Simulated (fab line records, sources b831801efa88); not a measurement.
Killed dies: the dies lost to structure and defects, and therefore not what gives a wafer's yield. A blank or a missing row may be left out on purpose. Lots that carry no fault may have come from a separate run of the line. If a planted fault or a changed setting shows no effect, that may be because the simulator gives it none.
Which of the tools did it? ; flow sky130 ; 12 lots with 35 wafers sampled at 4 steps, on a route of 708 steps

WHAT THE GAUGES READ, wafer by wafer
SKY_FIELD_ISO_CD_MEAS_13: the cd target is 150 nm. Usual: cdNm reads 149.8 nm (standard deviation 1.4).
lot;measured;on;cdNm (nm);flag
L616;day 2 05:50;cdSem-01;152.0 152.3 151.5;
L619;day 2 20:42;cdSem-02;147.7 149.2 146.7;
L621;day 3 06:19;cdSem-01;149.8 150.1 150.1;
L623;day 3 17:41;cdSem-02;149.0 149.0 148.6;
L624;day 3 22:22;cdSem-01;148.6 148.2 148.7;
L625;day 4 03:43;cdSem-02;151.6 150.8 151.9;
L628;day 4 19:53;cdSem-02;150.1 150.4;
L630;day 5 09:40;cdSem-01;151.4 151.2 151.8;
L635;day 6 07:38;cdSem-02;148.5 149.2 147.2;
L637;day 6 16:40;cdSem-02;147.8 149.7 149.6;
L638;day 6 22:23;cdSem-01;148.6 147.2 147.1;
L639;day 7 04:08;cdSem-02;148.6 146.8 148.0;

SKY_NWELL_THK_MEAS_02. Usual: NWELL_OXIDATION_THK gives 10.04 nm (standard deviation 0.18).
lot;measured;on;NWELL_OXIDATION_THK (nm);flag
L616;day 2 14:42;filmMetro-01;10.08 10.20 10.35;
L619;day 3 02:52;filmMetro-02;10.17 10.29 9.80;
L621;day 3 13:23;filmMetro-02;9.90 10.06 9.84;
L623;day 4 00:13;filmMetro-04;10.14 10.00 9.92;
L624;day 4 08:46;filmMetro-01;10.18 10.15 10.35;
L625;day 4 21:03;filmMetro-02;10.26 10.02 10.05;
L628;day 5 11:51;filmMetro-01;9.94 10.08;
L630;day 5 17:59;filmMetro-04;10.08;
L637;day 7 00:47;filmMetro-01;10.24 9.97 9.96;
L638;day 7 06:01;filmMetro-04;9.64 9.63 9.82;
L639;day 7 11:56;filmMetro-02;10.32 10.19 10.21;

TOOL THAT RAN EACH LOT (tool first, then ch and the chambers of the sampled wafers, then the start)
lot;SKY_FIELD_ISO_ETCH_15;SKY_FIELD_ISO_STRIP_16
L616;rieDiel-03 ch 0,2,3, day 2 05:59;plasmaAsher-01 ch 0,1, day 2 06:02
L619;rieDiel-01 ch 0,1,2, day 2 20:51;plasmaAsher-02 ch 0,1, day 2 20:54
L621;rieDiel-02 ch 0,1,2, day 3 06:26;plasmaAsher-02 ch 0,1, day 3 06:31
L623;rieDiel-01 ch 0,2,3, day 3 17:50;plasmaAsher-01 ch 1, day 3 17:53
L624;rieDiel-03 ch 0,2,3, day 3 22:31;plasmaAsher-02 ch 0,1, day 3 22:35
L625;rieDiel-02 ch 0,1,3, day 4 03:53;plasmaAsher-02 ch 0,1, day 4 03:56
L628;rieDiel-03 ch 3, day 4 19:59;plasmaAsher-02 ch 0,1, day 4 20:05
L630;rieDiel-02 ch 0,1,2, day 5 09:50;plasmaAsher-02 ch 0,1, day 5 09:53
L635;rieDiel-02 ch 0,1,3, day 6 07:46;plasmaAsher-01 ch 0,1, day 6 07:49
L637;rieDiel-01 ch 0,1,2, day 6 16:50;plasmaAsher-01 ch 0,1, day 6 16:53
L638;rieDiel-03 ch 0,1,3, day 6 22:31;plasmaAsher-04 ch 0,1, day 6 22:34
L639;rieDiel-03 ch 0,2,3, day 7 04:17;plasmaAsher-02 ch 0,1, day 7 04:21
- SKY_FIELD_ISO_ETCH_15: etches the open film in CHF3/O2, stops on Si, target depth 180 nm, time 72 s.
- SKY_FIELD_ISO_STRIP_16: strips in O2/N2.

WHAT THE TOOLS THEMSELVES READ (means of the sampled wafers that have a number; where no wafer has one, the mark that the record gives instead)
SKY_FIELD_ISO_ETCH_15. Usual: drypumpMotorCurrentA 5.6 A, standard deviation 0.32; oesProductAu 0.942 a.u., standard deviation 0.0077; throttleValvePct 8.842 %, standard deviation 0.0097.
lot;tool;drypumpMotorCurrentA (A);oesProductAu (a.u.);throttleValvePct (%);flag
L616;rieDiel-03;5.4;0.956;8.840;
L619;rieDiel-01;5.8;0.950;8.836;
L621;rieDiel-02;5.6;0.936;8.857;
L623;rieDiel-01;5.8;0.943;8.848;
L624;rieDiel-03;5.4;0.943;8.850;
L625;rieDiel-02;5.7;0.928;8.840;
L628;rieDiel-03;5.4;0.937;8.842;
L630;rieDiel-02;5.6;0.897;8.825;OFF
L635;rieDiel-02;5.7;0.891;8.825;OFF
L637;rieDiel-01;5.8;0.933;8.843;
L638;rieDiel-03;5.5;0.944;8.853;
L639;rieDiel-03;5.4;0.948;8.838;

SKY_FIELD_ISO_STRIP_16. Usual: drypumpMotorCurrentA 5.73 A, standard deviation 0.25; n2FlowSccm 299.9 sccm, standard deviation 0.89; oesProductAu 0.378 a.u., standard deviation 0.0049; stripTimeToEndpointS 3.56 s, standard deviation 0.052.
lot;tool;drypumpMotorCurrentA (A);n2FlowSccm (sccm);oesProductAu (a.u.);stripTimeToEndpointS (s);flag
L616;plasmaAsher-01;5.83;300.6;0.378;3.51;
L619;plasmaAsher-02;5.63;299.8;0.376;3.55;
L621;plasmaAsher-02;5.63;300.3;0.376;3.57;
L623;plasmaAsher-01;5.44;299.2;0.376;3.55;
L624;plasmaAsher-02;5.65;299.4;0.377;3.56;
L625;plasmaAsher-02;5.55;299.6;0.377;3.61;
L628;plasmaAsher-02;5.61;300.2;0.381;3.55;
L630;plasmaAsher-02;5.63;299.7;0.390;3.80;OFF
L635;plasmaAsher-01;5.63;299.5;0.392;3.88;OFF
L637;plasmaAsher-01;5.80;298.1;0.376;3.55;
L638;plasmaAsher-04;5.92;299.2;0.374;3.53;
L639;plasmaAsher-02;5.64;299.7;0.371;3.54;

THE ANSWER, worked out from the rows above alone
Rule: take the mean of a lot's wafers that have a number; if it is more than 3 standard deviations from the usual mean, the lot is off. Also off: a lot with no number at a reading for which 4 or more lots have one. All remaining lots with rows at the step are treated as sound. Order of review: gauges by route order, followed by the tools' own readings, for which a lot's mean as printed above is used. At the first step where some lot is off, the reading lying furthest off is the one used; lots without a number count as furthest.
Off, at SKY_FIELD_ISO_ETCH_15 on oesProductAu: L630, L635.
If a tool, at that step or one of the process steps before it, ran each lot that is off and ran no sound lot following the first of them, it fits. One fits: rieDiel-02 at SKY_FIELD_ISO_ETCH_15. A fault onset in the window from L625 (day 4 03:53, its last sound lot) to L630 (day 5 09:50, its first lot off) fits.
On the lots that are off, the tool's own readings at SKY_FIELD_ISO_ETCH_15 differ by more than 5 times the standard deviation of the sound lots' means, which bears it out; oesProductAu reads 0.894 a.u. there versus 0.942 a.u. on the sound lots.

WHAT THE SIMULATOR HAD INSERTED
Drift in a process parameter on rieDiel-02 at SKY_FIELD_ISO_ETCH_15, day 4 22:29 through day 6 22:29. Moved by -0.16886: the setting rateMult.
Struck lots among those shown: L630, L635. The rule above found the same.
